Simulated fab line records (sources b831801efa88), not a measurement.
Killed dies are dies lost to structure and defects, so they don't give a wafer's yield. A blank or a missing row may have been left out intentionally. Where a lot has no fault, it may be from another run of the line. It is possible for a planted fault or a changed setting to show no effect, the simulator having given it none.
Which tool is to blame? || flow sky130 || route of 708 steps, sampled at 1 step: 12 lots, 36 wafers

== WHAT THE GAUGES READ, wafer by wafer ==
SKY_VIA2_THK_MEAS_23: measures by xrf.
{"lot": "L325", "measured": "day 36 07:59", "on": "filmMetro-04", "VIA2_W_THK (nm)": "424 428 426"}
{"lot": "L326", "measured": "day 36 12:01", "on": "filmMetro-03", "VIA2_W_THK (nm)": "409 408 411"}
{"lot": "L327", "measured": "day 37 03:22", "on": "filmMetro-04", "VIA2_W_THK (nm)": "416 416 419"}
{"lot": "L329", "measured": "day 37 17:26", "on": "filmMetro-03", "VIA2_W_THK (nm)": "409 417 409"}
{"lot": "L331", "measured": "day 38 13:38", "on": "filmMetro-03", "VIA2_W_THK (nm)": "419 421 410"}
{"lot": "L332", "measured": "day 39 03:13", "on": "filmMetro-03", "VIA2_W_THK (nm)": "424 418 420"}
{"lot": "L334", "measured": "day 39 10:22", "on": "filmMetro-03", "VIA2_W_THK (nm)": "426 420 418"}
{"lot": "L337", "measured": "day 40 15:39", "on": "filmMetro-04", "VIA2_W_THK (nm)": "416 416 413"}
{"lot": "L341", "measured": "day 41 11:05", "on": "filmMetro-03", "VIA2_W_THK (nm)": "413 419 415"}
{"lot": "L343", "measured": "day 42 02:57", "on": "filmMetro-04", "VIA2_W_THK (nm)": "423 413 414"}
{"lot": "L346", "measured": "day 42 17:35", "on": "filmMetro-02", "VIA2_W_THK (nm)": "412 411 412"}
{"lot": "L347", "measured": "day 43 05:46", "on": "filmMetro-04", "VIA2_W_THK (nm)": "422 428 431"}

== WHAT TOOL EACH LOT RAN ON (gives the tool, then ch and the chambers of the sampled wafers, and finally the start) ==
The record shows no process step preceding these readings.

== AS READ BY THE TOOLS THEMSELVES (means over the sampled wafers that have a number; for cases with no such wafer, the mark the record gives instead) ==
The record holds no such reading with a usual standard deviation.

== THE ANSWER, worked out from the rows above alone ==
Rule: the lots themselves supply what counts as usual. Put in order of their means at a reading, lots are off if they are a third of the lots or fewer, leave a main group of 4 or more, and stand apart from it by a gap of 3 or more times the standard deviation of the main group's means; of several such gaps the widest counts. If all means in a main group match to the digits the tables above print for the reading, that group is not used. Also off: a lot with no number at a reading for which 4 or more lots have one. The other lots that the step has rows for count as sound. First the gauges in route order, then the tools' own readings, where a lot's mean is used as printed above. At the first step where some lot is off, the reading lying furthest off is the one used; lots without a number count as furthest.
None of the lots is off at any reading shown; this tells nothing.

== WHAT HAD BEEN PUT IN BY THE SIMULATOR ==
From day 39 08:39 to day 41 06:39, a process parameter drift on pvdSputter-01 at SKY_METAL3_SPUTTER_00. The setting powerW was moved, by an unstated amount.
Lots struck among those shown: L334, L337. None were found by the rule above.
